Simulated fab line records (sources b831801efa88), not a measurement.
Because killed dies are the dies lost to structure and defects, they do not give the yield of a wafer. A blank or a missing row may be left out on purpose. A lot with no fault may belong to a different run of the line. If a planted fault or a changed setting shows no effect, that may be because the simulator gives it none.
A lot that was struck, set against a sound lot -- flow sky130 -- 15 out of 708 route steps
Sound: these wafers, L527.2, L527.4, L527.6. Struck: wafers L536.1, L536.6. (L536.3 of the same lot was not struck and is left out.) The cause comes at the end.
Each step with rows lists, per side, the tool, then ch with its chambers, then its first start. Under that, the readings that differ: sound wafers -- struck wafers -- difference of the means -- sigmas: that difference in standard deviations of wafers without a fault.
alike: readings with means less than 2 such deviations apart, plus words and numbers identical on both sides. not compared: withheld readings, readings lacking a value on some wafer, bounds such as >300 that could conceal the same value, and numbers that have no deviation in the record and whose values overlap.
The two part at a step that has a row with sigmas, a row that says differs or no value, or rows on one side only. When numbers do not overlap yet have no deviation, they are printed without sigmas and do not part them. A reading that every wafer of one side lacks parts them only if that side has two wafers or more.

SKY_FIELD_ISO_THK_MEAS_04:
  struck on film_metro-01, day 4 13:47; sound on film_metro-02, day 2 16:38
  alike: FIELD_ISO_CVD_03_THK
then, 8 steps without rows for these wafers: SKY_FIELD_ISO_DEHYDRATE_05 (time 60 s); SKY_FIELD_ISO_HMDS_06 (prime time 60 s); SKY_FIELD_ISO_COAT_07 (resist thk 60 nm); SKY_FIELD_ISO_COAT_08 (resist thk 450 nm); SKY_FIELD_ISO_SOFTBAKE_09 (time 90 s); SKY_FIELD_ISO_EXPOSE_10 (exposes mask FOM, target cd 150 nm); SKY_FIELD_ISO_PEB_11; SKY_FIELD_ISO_DEVELOP_12 (develop time 60 s).
SKY_FIELD_ISO_CD_MEAS_13: the cd target is 150 nm.
  struck on cd_sem-01, day 5 07:04; sound on cd_sem-02, day 3 08:26
  alike: cd_nm
SKY_FIELD_ISO_ETCH_14: etches BARC in N2/H2, stops on SiO2, time 45.9 s, target depth 60 nm.
  sound on rie_diel-02 ch 1,3, day 3 08:32; struck on rie_diel-01 ch 2,3, day 5 07:11
  alike: drypump_motor_current_A, oes_product_au, throttle_valve_pct
  not compared: rf_hours_counter_h
SKY_FIELD_ISO_ETCH_15: etches the open film in CHF3/O2, stops on Si, target depth 180 nm, time 72 s.
  sound on rie_diel-02 ch 1,3, day 3 08:35; struck on rie_diel-01 ch 2,3, day 5 07:14
  alike: drypump_motor_current_A, oes_product_au, throttle_valve_pct
  not compared: rf_hours_counter_h
SKY_FIELD_ISO_STRIP_16: strips in O2/N2.
  sound on plasma_asher-03 ch 0,1, day 3 08:38; struck on plasma_asher-03 ch 0, day 5 07:17
reading,sound,struck,difference,sigmas
overash_fraction,0.5 0.5 0.5,0.7 0.7,+0.2,
  alike: drypump_motor_current_A, o2_flow_sccm, oes_product_au, strip_time_to_endpoint_s
  not compared: rf_hours_counter_h
SKY_FIELD_ISO_ETCH_17: etches Si in HBr/Cl2/O2, target depth 342 nm, time 97.7 s.
  sound on rie_si-01 ch 0,2, day 3 08:44; struck on rie_si-01 ch 1, day 5 07:23
  alike: drypump_motor_current_A, oes_product_au, throttle_valve_pct
  not compared: rf_hours_counter_h
-- record jumps: 44 days separate the struck wafers' starts on either side; left off in module FIELD_ISO, taken up again in module PAD_OPEN, whose first shown step is the route's number 708 --
SKY_PAD_OPEN_PROBE_99:
  struck on prober-01, day 48 21:23; sound on prober-02, day 47 01:02
  alike: killed_at_M0_to_M3, killed_at_M4_up, killed_at_contacts, killed_at_front_end, killed_at_other, killed_dies, killed_on_rim, killed_open, killed_short

== WHERE THEY PART ==
Nowhere in this record.

WHY: what had been put in by the simulator
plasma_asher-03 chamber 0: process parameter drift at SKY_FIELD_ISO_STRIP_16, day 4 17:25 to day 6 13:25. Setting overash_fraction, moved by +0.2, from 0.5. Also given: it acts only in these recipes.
